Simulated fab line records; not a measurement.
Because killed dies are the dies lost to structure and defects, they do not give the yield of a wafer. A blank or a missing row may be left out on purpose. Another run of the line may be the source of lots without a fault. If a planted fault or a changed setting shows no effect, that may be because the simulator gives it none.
Lot-split experiment :: flow gf180mcu :: 5 lots, 23 wafers read, on a route of 602 steps

== SPLIT DETAILS ==
At GF_V5_CMP_04 (polishes SiO2), the setting leave-above-ref-nm was moved away from the recipe's 855 nm on 8 of the 23 wafers read, by +4.2% to +6.9%. All remaining wafers had this setting at the recipe value.

== FROM THE SPLIT TO THE READING: what the file shows between them, 4 steps ==
- GF_V5_SOFTBAKE_10: time 60 s (also split here: temp-c)
- GF_V5_EXPOSE_11: exposes mask Via5, target cd 260 nm
- GF_V5_PEB_12: peb time 90 s
- GF_V5_ETCH_16: etches BARC in N2/H2

== THE READING ==
oes-product-au, in a.u., at GF_V5_ETCH_17 (etches SiO2 in C4F8/O2/Ar, stops on TiN, target depth 855 nm). Fault-free wafers of this fab line usually give 0.859 a.u., standard deviation 0.0046 a.u.

wafer: L075.1
tool, chamber at the split: cmp-01, 0
leave-above-ref-nm as run, nm: 897.3
against the recipe: +4.9%
oes-product-au, a.u.: 0.885
against lot-mates on the recipe: +0.025

wafer: L075.2
tool, chamber at the split: cmp-01, 1
leave-above-ref-nm as run, nm: 855
against the recipe: recipe
oes-product-au, a.u.: 0.861
against lot-mates on the recipe: -

wafer: L075.3
tool, chamber at the split: cmp-01, 3
leave-above-ref-nm as run, nm: 855
against the recipe: recipe
oes-product-au, a.u.: 0.858
against lot-mates on the recipe: -

wafer: L075.5
tool, chamber at the split: cmp-01, 3
leave-above-ref-nm as run, nm: 897.3
against the recipe: +4.9%
oes-product-au, a.u.: 0.886
against lot-mates on the recipe: +0.026

wafer: L075.6
tool, chamber at the split: cmp-01, 2
leave-above-ref-nm as run, nm: 855
against the recipe: recipe
oes-product-au, a.u.: 0.860
against lot-mates on the recipe: -

wafer: L077.1
tool, chamber at the split: cmp-02, 2
leave-above-ref-nm as run, nm: 855
against the recipe: recipe
oes-product-au, a.u.: 0.863
against lot-mates on the recipe: -

wafer: L077.2
tool, chamber at the split: cmp-02, 0
leave-above-ref-nm as run, nm: 855
against the recipe: recipe
oes-product-au, a.u.: 0.858
against lot-mates on the recipe: -

wafer: L077.5
tool, chamber at the split: cmp-02, 0
leave-above-ref-nm as run, nm: 855
against the recipe: recipe
oes-product-au, a.u.: 0.859
against lot-mates on the recipe: -

wafer: L082.1
tool, chamber at the split: cmp-01, 2
leave-above-ref-nm as run, nm: 855
against the recipe: recipe
oes-product-au, a.u.: 0.866
against lot-mates on the recipe: -

wafer: L082.2
tool, chamber at the split: cmp-01, 3
leave-above-ref-nm as run, nm: 855
against the recipe: recipe
oes-product-au, a.u.: 0.857
against lot-mates on the recipe: -

wafer: L082.4
tool, chamber at the split: cmp-01, 0
leave-above-ref-nm as run, nm: 855
against the recipe: recipe
oes-product-au, a.u.: 0.859
against lot-mates on the recipe: -

wafer: L082.5
tool, chamber at the split: cmp-01, 3
leave-above-ref-nm as run, nm: 855
against the recipe: recipe
oes-product-au, a.u.: 0.862
against lot-mates on the recipe: -

wafer: L082.6
tool, chamber at the split: cmp-01, 2
leave-above-ref-nm as run, nm: 855
against the recipe: recipe
oes-product-au, a.u.: 0.855
against lot-mates on the recipe: -

wafer: L083.1
tool, chamber at the split: cmp-01, 0
leave-above-ref-nm as run, nm: 855
against the recipe: recipe
oes-product-au, a.u.: 0.858
against lot-mates on the recipe: -

wafer: L083.2
tool, chamber at the split: cmp-01, 2
leave-above-ref-nm as run, nm: 855
against the recipe: recipe
oes-product-au, a.u.: 0.854
against lot-mates on the recipe: -

wafer: L083.3
tool, chamber at the split: cmp-01, 3
leave-above-ref-nm as run, nm: 890.7
against the recipe: +4.2%
oes-product-au, a.u.: 0.877
against lot-mates on the recipe: +0.021

wafer: L083.5
tool, chamber at the split: cmp-01, 2
leave-above-ref-nm as run, nm: 890.7
against the recipe: +4.2%
oes-product-au, a.u.: 0.879
against lot-mates on the recipe: +0.023

wafer: L083.6
tool, chamber at the split: cmp-01, 3
leave-above-ref-nm as run, nm: 890.7
against the recipe: +4.2%
oes-product-au, a.u.: 0.882
against lot-mates on the recipe: +0.026

wafer: L084.1
tool, chamber at the split: cmp-02, 0
leave-above-ref-nm as run, nm: 914.2
against the recipe: +6.9%
oes-product-au, a.u.: 0.896
against lot-mates on the recipe: +0.033

wafer: L084.3
tool, chamber at the split: cmp-02, 3
leave-above-ref-nm as run, nm: 914.2
against the recipe: +6.9%
oes-product-au, a.u.: 0.895
against lot-mates on the recipe: +0.032

wafer: L084.4
tool, chamber at the split: cmp-02, 1
leave-above-ref-nm as run, nm: 914.2
against the recipe: +6.9%
oes-product-au, a.u.: 0.893
against lot-mates on the recipe: +0.030

wafer: L084.5
tool, chamber at the split: cmp-02, 1
leave-above-ref-nm as run, nm: 855
against the recipe: recipe
oes-product-au, a.u.: 0.865
against lot-mates on the recipe: -

wafer: L084.6
tool, chamber at the split: cmp-02, 2
leave-above-ref-nm as run, nm: 855
against the recipe: recipe
oes-product-au, a.u.: 0.861
against lot-mates on the recipe: -

THE FIT
A straight line over all 23 wafers: oes-product-au changes by +0.00501 a.u. for each +1% of leave-above-ref-nm; r = +0.98; the points scatter about the line by 0.003 a.u.
The same after taking each lot's own level away (the mean of its wafers on the recipe; 23 wafers): +0.00487 a.u. for each +1%; r = +0.98; scatter 0.0029 a.u.
The reading moves by 0.034 a.u. for the largest change in leave-above-ref-nm, on that fit.
Measured against the standard deviation above, the lots' own levels, which go from 0.8560 to 0.8630 a.u., span 1.5 times it.
Consequently the slope shifts little with the lot-to-lot level, the two slopes agreeing.
Check: for one of the wafers moved furthest among these (+6.9%), held out of the fit, the line's prediction against its lot-mates is +0.0343 a.u. Against them it came out at +0.033 a.u.

== THESE WAFERS: OTHER SPLITS ==
Note: prior to the reading, these wafers also went through further splits. Each is held against what the fit with the lots' levels taken away leaves over:
other split on the same wafers: GF_V5_SOFTBAKE_10 temp-c
wafers away from the commonest value: 8
r with oes-product-au (lot level and that fit taken away): -0.09

== THE WHOLE CHAIN: every reading that the file lists as answering this split, in the file's order ==
step: GF_V5_CMP_04
what it does: polishes SiO2
reading: SiO2_of_V5_CVD_02.thk-nm (the simulator's own value, which no gauge read)
change (the file's fit): +8.44 nm for each +1% of the setting
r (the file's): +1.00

step: GF_V5_ETCH_17
what it does: etches SiO2 in C4F8/O2/Ar, stops on TiN, target depth 855 nm
reading: oes-product-au
change (the file's fit): +0.0049 a.u. for each +1% of the setting
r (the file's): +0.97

== THE FILE'S OWN FIT ==
oes-product-au changes by +0.0049 a.u. for each +1% of leave-above-ref-nm, r = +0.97.
